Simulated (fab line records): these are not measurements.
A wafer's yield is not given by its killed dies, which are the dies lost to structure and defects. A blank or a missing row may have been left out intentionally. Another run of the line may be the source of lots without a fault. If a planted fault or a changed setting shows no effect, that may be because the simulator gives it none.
Which tool is to blame?	flow sky130	24 lots (72 wafers sampled), 1 step of a 708-step route

WHAT THE GAUGES SHOWED, per wafer
SKY_RES_XHIGH_TW_MEAS_09.
lot	measured	on	RES_XHIGH_TW
L074	day 25 22:05	film-metro-02	1629 1626 1625
L075	day 26 11:51	film-metro-02	1637 1630 1627
L076	day 26 16:51	film-metro-03	1623 1622 1629
L077	day 27 11:53	film-metro-03	1629 1619 1614
L078	day 27 20:41	film-metro-01	1637 1634 1648
L079	day 27 22:12	film-metro-01	1643 1645 1637
L080	day 28 06:47	film-metro-03	1628 1625 1617
L081	day 28 22:57	film-metro-01	1641 1634 1633
L082	day 29 07:23	film-metro-02	1637 1625 1635
L083	day 29 13:00	film-metro-01	1629 1626 1641
L084	day 29 19:40	film-metro-02	1627 1637 1618
L085	day 30 06:44	film-metro-02	1627 1629 1629
L086	day 30 10:35	film-metro-03	1614 1617 1623
L087	day 31 12:50	film-metro-01	1641 1632 1627
L089	day 32 17:51	film-metro-01	1633 1630 1630
L088	day 32 19:15	film-metro-03	1626 1628 1620
L090	day 33 07:17	film-metro-02	1615 1623 1622
L091	day 33 09:41	film-metro-02	1624 1626 1621
L092	day 33 17:20	film-metro-02	1613 1615 1608
L093	day 33 21:38	film-metro-02	1617 1614 1614
L095	day 34 12:38	film-metro-01	1638 1638 1636
L094	day 34 18:14	film-metro-01	1631 1639 1637
L097	day 34 20:35	film-metro-01	1626 1640 1642
L096	day 35 00:40	film-metro-01	1632 1617 1619

EACH LOT AND THE TOOL THAT RAN IT (in order: tool; ch and the chambers of the sampled wafers; start)
Record: no process step prior to these readings.

WHAT THE TOOLS THEMSELVES READ (means of the sampled wafers that have a number; where no wafer has one, the mark that the record gives instead)
The record holds no such reading with a usual standard deviation.

THE ANSWER, worked out from the rows above alone
Rule: the usual values come from the lots themselves. Put in order of their means at a reading, lots are off if they are a third of the lots or fewer, leave a main group of 4 or more, and stand apart from it by a gap of 3 or more times the standard deviation of the main group's means; of several such gaps the widest counts. Not used: any main group whose means are identical at the precision the tables above print for the reading. Also off: a lot with no number at a reading for which 4 or more lots have one. Any other lot the step has rows for is counted as sound. First the gauges in route order, then the tools' own readings, where a lot's mean is used as printed above. The first step at which some lot is off is used, and at that step the reading that is off furthest; a lot without a number counts as furthest.
Nothing can be told from this: no lot is off at any reading shown.

WHAT THE SIMULATOR PUT IN
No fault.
